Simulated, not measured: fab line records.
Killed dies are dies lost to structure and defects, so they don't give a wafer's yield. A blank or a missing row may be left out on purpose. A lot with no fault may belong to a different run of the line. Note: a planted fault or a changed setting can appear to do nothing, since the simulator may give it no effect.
fab line records || flow sky130
record {"lots": 5, "wafers": 15, "last-day": 49}
route steps=708 shown NWELL@33 DNWELL@35
lots with no fault: from the same line, run without faults
start-h: hours from the record's opening day to when the first of the lot's shown wafers began || wait-h: hours elapsed since this lot's preceding step || " unchanged from the row above || L1.1+2: one row covering several wafers at once || - no value, or no start was given || * or withheld: withheld || < > ~ a bound
route shown NAME@n: names a module that has steps shown in the file, with the first one's number in the route || usual: mean and standard deviation over wafers with no fault || same: alike in all rows || chamber/n: place in a boat || sites: the reading at each site || _std_site: their standard deviation || _edge_site: inner sites' mean taken away from outer sites' mean || radius-mm: for every site, how far away it sits from the centre of the wafer || mask NAME#n: copy n || behind: the last tool/chamber to shape the wafer || hold: cause of the lot's hold/its duration in hours/its outcome || device: whichever transistor did not switch (one of n, p or np) || end of line: the route-end tests of the same wafers || for a step that has no rows: nothing shown but its recipe || killed: the dies lost at the first sort to structure and to defects; this is not the yield of the wafer || map: a wafer's dies, x killed, . not, _ none there
set.NAME: the setting as run; set.NAME@STEP: as run at that earlier step || model.NAME: the simulator's own value behind a step, which no gauge read
a table for each step, a row for each wafer; lots at some steps of the route
services: a tool's chamber out of use, with start hour (start-h, from the record's first day; less than 0 if before it), hours out, and reason
## steps
# step SKY_NWELL_OXIDATION_01
# recipe {"temp-c": 900, "ambient": "O2", "stabilise-s": 600, "purge-s": 300, "target-thk-a": 100, "ox-time-s": 1418}
# usual {"tube_center_temp_C_max": "902.3/0.37", "zone-power-top-pct": "33.1/1.2"}
{"lot.wafer": "L076.2", "tool": "furnace-01", "chamber": 0, "start-h": 70.43, "wait-h": 5.8, "tube_center_temp_C_max": 902.3, "zone-power-top-pct": 33.0}
{"lot.wafer": "L076.3", "tool": "furnace-01", "chamber": 0, "start-h": 70.43, "wait-h": 5.8, "tube_center_temp_C_max": 902.6, "zone-power-top-pct": 32.0}
{"lot.wafer": "L076.6", "tool": "furnace-01", "chamber": 0, "start-h": 70.43, "wait-h": 5.8, "tube_center_temp_C_max": 902.9, "zone-power-top-pct": 32.3}
{"lot.wafer": "L079.2", "tool": "furnace-01", "chamber": 0, "start-h": 78.95, "wait-h": 3.9, "tube_center_temp_C_max": 902.5, "zone-power-top-pct": 32.2}
{"lot.wafer": "L079.3", "tool": "furnace-01", "chamber": 0, "start-h": 78.95, "wait-h": 3.9, "tube_center_temp_C_max": 902.3, "zone-power-top-pct": 33.0}
{"lot.wafer": "L079.6", "tool": "furnace-01", "chamber": 0, "start-h": 78.95, "wait-h": 3.9, "tube_center_temp_C_max": 902.0, "zone-power-top-pct": 31.8}
{"lot.wafer": "L082.1", "tool": "furnace-02", "chamber": 0, "start-h": 94.42, "wait-h": 2.7, "tube_center_temp_C_max": 903.0, "zone-power-top-pct": 35.1}
{"lot.wafer": "L082.5", "tool": "furnace-02", "chamber": 0, "start-h": 94.42, "wait-h": 2.7, "tube_center_temp_C_max": 902.2, "zone-power-top-pct": 34.2}
{"lot.wafer": "L082.6", "tool": "furnace-02", "chamber": 0, "start-h": 94.42, "wait-h": 2.7, "tube_center_temp_C_max": 902.6, "zone-power-top-pct": 34.2}
{"lot.wafer": "L086.3", "tool": "furnace-01", "chamber": 0, "start-h": 102.92, "wait-h": 0.7, "tube_center_temp_C_max": 902.3, "zone-power-top-pct": 32.1}
{"lot.wafer": "L086.4", "tool": "furnace-01", "chamber": 0, "start-h": 102.92, "wait-h": 0.7, "tube_center_temp_C_max": 902.6, "zone-power-top-pct": 32.2}
{"lot.wafer": "L086.5", "tool": "furnace-01", "chamber": 0, "start-h": 102.92, "wait-h": 0.7, "tube_center_temp_C_max": 902.3, "zone-power-top-pct": 32.1}
{"lot.wafer": "L090.1", "tool": "furnace-02", "chamber": 0, "start-h": 119.69, "wait-h": 0.0, "tube_center_temp_C_max": 903.5, "zone-power-top-pct": 34.3}
{"lot.wafer": "L090.3", "tool": "furnace-02", "chamber": 0, "start-h": 119.69, "wait-h": 0.0, "tube_center_temp_C_max": 902.0, "zone-power-top-pct": 33.9}
{"lot.wafer": "L090.6", "tool": "furnace-02", "chamber": 0, "start-h": 119.69, "wait-h": 0.0, "tube_center_temp_C_max": 902.3, "zone-power-top-pct": 34.2}
# step SKY_NWELL_THK_MEAS_02
# recipe {"reads": "SiO2_of_NWELL_OXIDATION_01"}
# usual {"NWELL_OXIDATION_THK": "10.11/0.17"}
{"lot.wafer": "L076.2", "tool": "film-metro-04", "chamber": "-", "start-h": 71.83, "wait-h": 0.0, "NWELL_OXIDATION_THK[nm]": 10.22}
{"lot.wafer": "L076.3", "tool": "film-metro-04", "chamber": "-", "start-h": 71.83, "wait-h": 0.0, "NWELL_OXIDATION_THK[nm]": 10.36}
{"lot.wafer": "L076.6", "tool": "film-metro-04", "chamber": "-", "start-h": 71.83, "wait-h": 0.0, "NWELL_OXIDATION_THK[nm]": 10.44}
{"lot.wafer": "L079.2", "tool": "film-metro-02", "chamber": "-", "start-h": 80.35, "wait-h": 0.0, "NWELL_OXIDATION_THK[nm]": 9.92}
{"lot.wafer": "L079.3", "tool": "film-metro-02", "chamber": "-", "start-h": 80.35, "wait-h": 0.0, "NWELL_OXIDATION_THK[nm]": 10.08}
{"lot.wafer": "L079.6", "tool": "film-metro-02", "chamber": "-", "start-h": 80.35, "wait-h": 0.0, "NWELL_OXIDATION_THK[nm]": 10.06}
{"lot.wafer": "L082.1", "tool": "film-metro-04", "chamber": "-", "start-h": 95.81, "wait-h": 0.0, "NWELL_OXIDATION_THK[nm]": 10.05}
{"lot.wafer": "L082.5", "tool": "film-metro-04", "chamber": "-", "start-h": 95.81, "wait-h": 0.0, "NWELL_OXIDATION_THK[nm]": 10.13}
{"lot.wafer": "L082.6", "tool": "film-metro-04", "chamber": "-", "start-h": 95.81, "wait-h": 0.0, "NWELL_OXIDATION_THK[nm]": 10.07}
{"lot.wafer": "L086.3", "tool": "film-metro-02", "chamber": "-", "start-h": 104.33, "wait-h": 0.0, "NWELL_OXIDATION_THK[nm]": 10.28}
{"lot.wafer": "L086.4", "tool": "film-metro-02", "chamber": "-", "start-h": 104.33, "wait-h": 0.0, "NWELL_OXIDATION_THK[nm]": 10.06}
{"lot.wafer": "L086.5", "tool": "film-metro-02", "chamber": "-", "start-h": 104.33, "wait-h": 0.0, "NWELL_OXIDATION_THK[nm]": 10.22}
{"lot.wafer": "L090.1", "tool": "film-metro-02", "chamber": "-", "start-h": 121.08, "wait-h": 0.0, "NWELL_OXIDATION_THK[nm]": 9.92}
{"lot.wafer": "L090.3", "tool": "film-metro-02", "chamber": "-", "start-h": 121.08, "wait-h": 0.0, "NWELL_OXIDATION_THK[nm]": 9.94}
{"lot.wafer": "L090.6", "tool": "film-metro-02", "chamber": "-", "start-h": 121.08, "wait-h": 0.0, "NWELL_OXIDATION_THK[nm]": 10.03}
# step SKY_DNWELL_DEHYDRATE_00
# recipe {"temp-c": 200, "time-s": 60}
# same {"time-s": 60}
{"lot.wafer": "L076.2+3+6", "tool": "litho-track-02", "chamber": 0, "start-h": 78.83, "wait-h": 7.0}
{"lot.wafer": "L079.2+3+6", "tool": "litho-track-01", "chamber": 0, "start-h": 87.98, "wait-h": 7.6}
{"lot.wafer": "L082.1+5+6", "tool": "litho-track-04", "chamber": 0, "start-h": 103.50, "wait-h": 7.7}
{"lot.wafer": "L086.3+4+5", "tool": "litho-track-02", "chamber": 0, "start-h": 112.45, "wait-h": 8.1}
{"lot.wafer": "L090.1+3+6", "tool": "litho-track-01", "chamber": 0, "start-h": 130.10, "wait-h": 9.0}
# step SKY_DNWELL_HMDS_01
# recipe {"prime-time-s": 60, "prime-temp-c": 120}
{"lot.wafer": "L076.2+3+6", "tool": "litho-track-02", "chamber": 0, "start-h": 78.98, "wait-h": 0.1}
{"lot.wafer": "L079.2+3+6", "tool": "litho-track-01", "chamber": 0, "start-h": 88.13, "wait-h": 0.1}
{"lot.wafer": "L082.1+5+6", "tool": "litho-track-04", "chamber": 0, "start-h": 103.65, "wait-h": 0.1}
{"lot.wafer": "L086.3+4+5", "tool": "litho-track-02", "chamber": 0, "start-h": 112.60, "wait-h": 0.1}
{"lot.wafer": "L090.1+3+6", "tool": "litho-track-01", "chamber": 0, "start-h": 130.25, "wait-h": 0.1}
# step SKY_DNWELL_COAT_02
# recipe {"spin-rpm": 2000, "resist-thk-nm": 3000}
{"lot.wafer": "L076.2+3+6", "tool": "litho-track-02", "chamber": 0, "start-h": 79.13, "wait-h": 0.1}
{"lot.wafer": "L079.2+3+6", "tool": "litho-track-01", "chamber": 0, "start-h": 88.28, "wait-h": 0.1}
{"lot.wafer": "L082.1+5+6", "tool": "litho-track-04", "chamber": 0, "start-h": 103.80, "wait-h": 0.1}
{"lot.wafer": "L086.3+4+5", "tool": "litho-track-02", "chamber": 0, "start-h": 112.75, "wait-h": 0.1}
{"lot.wafer": "L090.1+3+6", "tool": "litho-track-01", "chamber": 0, "start-h": 130.40, "wait-h": 0.1}
# step SKY_DNWELL_SOFTBAKE_03
# recipe {"temp-c": 110, "time-s": "withheld"}
{"lot.wafer": "L076.2+3+6", "tool": "litho-track-02", "chamber": 0, "start-h": 79.29, "wait-h": 0.1}
{"lot.wafer": "L079.2+3+6", "tool": "litho-track-01", "chamber": 0, "start-h": 88.44, "wait-h": 0.1}
{"lot.wafer": "L082.1+5+6", "tool": "litho-track-04", "chamber": 0, "start-h": 103.95, "wait-h": 0.1}
{"lot.wafer": "L086.3+4+5", "tool": "litho-track-02", "chamber": 0, "start-h": 112.92, "wait-h": 0.1}
{"lot.wafer": "L090.1+3+6", "tool": "litho-track-01", "chamber": 0, "start-h": 130.55, "wait-h": 0.1}
# step SKY_DNWELL_EXPOSE_04
# recipe {"mask-id": "DNM", "na": 0.57, "target-cd-nm": 3000, "dose-mj": 222}
{"lot.wafer": "L076.2+3+6", "tool": "iline-stepper-01", "chamber": 0, "start-h": "-", "wait-h": "-", "mask": "DNM#0"}
{"lot.wafer": "L079.2+3+6", "tool": "iline-stepper-01", "chamber": 0, "start-h": "-", "wait-h": "-", "mask": "DNM#0"}
{"lot.wafer": "L082.1+5+6", "tool": "iline-stepper-01", "chamber": 0, "start-h": "-", "wait-h": "-", "mask": "DNM#0"}
{"lot.wafer": "L086.3+4+5", "tool": "iline-stepper-02", "chamber": 0, "start-h": "-", "wait-h": "-", "mask": "DNM#0"}
{"lot.wafer": "L090.1+3+6", "tool": "iline-stepper-02", "chamber": 0, "start-h": "-", "wait-h": "-", "mask": "DNM#0"}
# step SKY_DNWELL_PEB_05
# recipe {"temp-c": 115, "time-s": "withheld"}
{"lot.wafer": "L076.2+3+6", "tool": "litho-track-01", "chamber": 0, "start-h": "-", "wait-h": "-"}
{"lot.wafer": "L079.2+3+6", "tool": "litho-track-04", "chamber": 0, "start-h": "-", "wait-h": "-"}
{"lot.wafer": "L082.1+5+6", "tool": "litho-track-01", "chamber": 0, "start-h": "-", "wait-h": "-"}
{"lot.wafer": "L086.3+4+5", "tool": "litho-track-04", "chamber": 0, "start-h": "-", "wait-h": "-"}
{"lot.wafer": "L090.1+3+6", "tool": "litho-track-02", "chamber": 0, "start-h": "-", "wait-h": "-"}
# step SKY_DNWELL_DEVELOP_06
# recipe {"wall-angle-deg": 90, "developer": "TMAH", "develop-time-s": 60, "dev-temp-c": 23}
# usual {"developer-temp-C": "22.99/0.12"}
{"lot.wafer": "L076.2", "tool": "litho-track-01", "chamber": 0, "start-h": "-", "wait-h": "-", "developer-temp-C": 22.96}
{"lot.wafer": "L076.3", "tool": "litho-track-01", "chamber": 0, "start-h": "-", "wait-h": "-", "developer-temp-C": 23.05}
{"lot.wafer": "L076.6", "tool": "litho-track-01", "chamber": 0, "start-h": "-", "wait-h": "-", "developer-temp-C": 22.86}
{"lot.wafer": "L079.2", "tool": "litho-track-04", "chamber": 0, "start-h": "-", "wait-h": "-", "developer-temp-C": 22.93}
{"lot.wafer": "L079.3", "tool": "litho-track-04", "chamber": 0, "start-h": "-", "wait-h": "-", "developer-temp-C": 22.86}
{"lot.wafer": "L079.6", "tool": "litho-track-04", "chamber": 0, "start-h": "-", "wait-h": "-", "developer-temp-C": 22.81}
{"lot.wafer": "L082.1", "tool": "litho-track-01", "chamber": 0, "start-h": "-", "wait-h": "-", "developer-temp-C": 22.89}
{"lot.wafer": "L082.5", "tool": "litho-track-01", "chamber": 0, "start-h": "-", "wait-h": "-", "developer-temp-C": 23.04}
{"lot.wafer": "L082.6", "tool": "litho-track-01", "chamber": 0, "start-h": "-", "wait-h": "-", "developer-temp-C": 23.02}
{"lot.wafer": "L086.3", "tool": "litho-track-04", "chamber": 0, "start-h": "-", "wait-h": "-", "developer-temp-C": 22.97}
{"lot.wafer": "L086.4", "tool": "litho-track-04", "chamber": 0, "start-h": "-", "wait-h": "-", "developer-temp-C": 22.86}
{"lot.wafer": "L086.5", "tool": "litho-track-04", "chamber": 0, "start-h": "-", "wait-h": "-", "developer-temp-C": 22.88}
{"lot.wafer": "L090.1", "tool": "litho-track-02", "chamber": 0, "start-h": "-", "wait-h": "-", "developer-temp-C": 22.78}
{"lot.wafer": "L090.3", "tool": "litho-track-02", "chamber": 0, "start-h": "-", "wait-h": "-", "developer-temp-C": 22.88}
{"lot.wafer": "L090.6", "tool": "litho-track-02", "chamber": 0, "start-h": "-", "wait-h": "-", "developer-temp-C": 22.97}
# step SKY_DNWELL_IMPLANT_07
# recipe {"species": "P", "energy-kev": "withheld", "dose-cm2": "withheld", "tilt-deg": "withheld"}
{"lot.wafer": "L076.2+3+6", "tool": "implanter-03", "chamber": 0, "start-h": 86.98, "wait-h": "-"}
{"lot.wafer": "L079.2+3+6", "tool": "implanter-04", "chamber": 0, "start-h": 96.72, "wait-h": "-"}
{"lot.wafer": "L082.1+5+6", "tool": "implanter-03", "chamber": 0, "start-h": 113.30, "wait-h": "-"}
{"lot.wafer": "L086.3+4+5", "tool": "implanter-03", "chamber": 0, "start-h": 122.20, "wait-h": "-"}
{"lot.wafer": "L090.1+3+6", "tool": "implanter-02", "chamber": 0, "start-h": 140.05, "wait-h": "-"}
# step SKY_DNWELL_STRIP_08
# recipe {"chemistry": "O2/N2", "power-w": 1400, "pressure-mtorr": 1500, "platen-temp-c": "withheld", "o2-flow-sccm": 3000, "n2-flow-sccm": 300, "overash-fraction": 0.5}
# usual {"drypump-motor-current-A": "5.6/0.49", "oes-product-au": "0.723/0.0044", "strip-time-to-endpoint-s": "36.95/0.14"}
# same {"overash-fraction": 0.5}
{"lot.wafer": "L076.2", "tool": "plasma-asher-04", "chamber": 1, "start-h": 87.10, "wait-h": 0.1, "drypump-motor-current-A": 6.0, "oes-product-au": 0.722, "rf-hours-counter-h": 43, "strip-time-to-endpoint-s": 36.82}
{"lot.wafer": "L076.3", "tool": "plasma-asher-04", "chamber": 0, "start-h": 87.10, "wait-h": 0.1, "drypump-motor-current-A": 5.2, "oes-product-au": 0.725, "rf-hours-counter-h": "-", "strip-time-to-endpoint-s": 37.05}
{"lot.wafer": "L076.6", "tool": "plasma-asher-04", "chamber": 0, "start-h": 87.10, "wait-h": 0.1, "drypump-motor-current-A": 5.2, "oes-product-au": 0.725, "rf-hours-counter-h": "-", "strip-time-to-endpoint-s": 36.95}
{"lot.wafer": "L079.2", "tool": "plasma-asher-01", "chamber": 0, "start-h": 96.85, "wait-h": 0.1, "drypump-motor-current-A": 5.3, "oes-product-au": 0.724, "rf-hours-counter-h": 42, "strip-time-to-endpoint-s": 37.21}
{"lot.wafer": "L079.3", "tool": "plasma-asher-01", "chamber": 0, "start-h": 96.85, "wait-h": 0.1, "drypump-motor-current-A": 5.3, "oes-product-au": 0.723, "rf-hours-counter-h": "-", "strip-time-to-endpoint-s": 37.07}
{"lot.wafer": "L079.6", "tool": "plasma-asher-01", "chamber": 0, "start-h": 96.85, "wait-h": 0.1, "drypump-motor-current-A": 5.2, "oes-product-au": 0.725, "rf-hours-counter-h": "-", "strip-time-to-endpoint-s": 37.20}
{"lot.wafer": "L082.1", "tool": "plasma-asher-01", "chamber": 1, "start-h": 113.45, "wait-h": 0.1, "drypump-motor-current-A": 6.2, "oes-product-au": 0.715, "rf-hours-counter-h": 44, "strip-time-to-endpoint-s": 36.80}
{"lot.wafer": "L082.5", "tool": "plasma-asher-01", "chamber": 0, "start-h": 113.45, "wait-h": 0.1, "drypump-motor-current-A": 5.3, "oes-product-au": 0.730, "rf-hours-counter-h": "-", "strip-time-to-endpoint-s": 36.79}
{"lot.wafer": "L082.6", "tool": "plasma-asher-01", "chamber": 1, "start-h": 113.45, "wait-h": 0.1, "drypump-motor-current-A": 6.2, "oes-product-au": 0.726, "rf-hours-counter-h": "-", "strip-time-to-endpoint-s": 36.79}
{"lot.wafer": "L086.3", "tool": "plasma-asher-01", "chamber": 0, "start-h": 122.34, "wait-h": 0.1, "drypump-motor-current-A": 5.3, "oes-product-au": 0.718, "rf-hours-counter-h": "-", "strip-time-to-endpoint-s": 36.90}
{"lot.wafer": "L086.4", "tool": "plasma-asher-01", "chamber": 1, "start-h": 122.34, "wait-h": 0.1, "drypump-motor-current-A": 6.2, "oes-product-au": 0.728, "rf-hours-counter-h": "-", "strip-time-to-endpoint-s": 37.00}
{"lot.wafer": "L086.5", "tool": "plasma-asher-01", "chamber": 0, "start-h": 122.34, "wait-h": 0.1, "drypump-motor-current-A": 5.3, "oes-product-au": 0.723, "rf-hours-counter-h": "-", "strip-time-to-endpoint-s": 37.02}
{"lot.wafer": "L090.1", "tool": "plasma-asher-01", "chamber": 0, "start-h": 140.20, "wait-h": 0.1, "drypump-motor-current-A": 5.2, "oes-product-au": 0.728, "rf-hours-counter-h": 47, "strip-time-to-endpoint-s": 37.09}
{"lot.wafer": "L090.3", "tool": "plasma-asher-01", "chamber": 0, "start-h": 140.20, "wait-h": 0.1, "drypump-motor-current-A": 5.2, "oes-product-au": 0.725, "rf-hours-counter-h": "-", "strip-time-to-endpoint-s": 36.98}
{"lot.wafer": "L090.6", "tool": "plasma-asher-01", "chamber": 0, "start-h": 140.20, "wait-h": 0.1, "drypump-motor-current-A": 5.2, "oes-product-au": 0.718, "rf-hours-counter-h": "-", "strip-time-to-endpoint-s": 36.96}
## services
{"tool": "litho-track-01", "chamber": "-", "start-h": 53.27, "hours": "-", "kind": "consumable-replace:filter"}
{"tool": "iline-stepper-02", "chamber": 0, "start-h": 53.65, "hours": "-", "kind": "calibration"}
{"tool": "implanter-03", "chamber": "-", "start-h": 54.66, "hours": 16.5, "kind": "pm"}
{"tool": "plasma-asher-01", "chamber": "-", "start-h": 66.28, "hours": 4.7, "kind": "repair"}
{"tool": "implanter-02", "chamber": "-", "start-h": 67.74, "hours": 4.0, "kind": "pm"}
{"tool": "implanter-03", "chamber": "-", "start-h": 71.12, "hours": 11.1, "kind": "pm"}
{"tool": "furnace-02", "chamber": "-", "start-h": 76.69, "hours": 9.2, "kind": "pm"}
{"tool": "implanter-02", "chamber": "-", "start-h": 85.70, "hours": 2.5, "kind": "pm"}
{"tool": "furnace-02", "chamber": "-", "start-h": 85.93, "hours": 2.7, "kind": "pm"}
{"tool": "implanter-03", "chamber": "-", "start-h": 93.66, "hours": 5.1, "kind": "pm"}
{"tool": "implanter-02", "chamber": "-", "start-h": 99.37, "hours": 4.8, "kind": "repair"}
## key
fault none
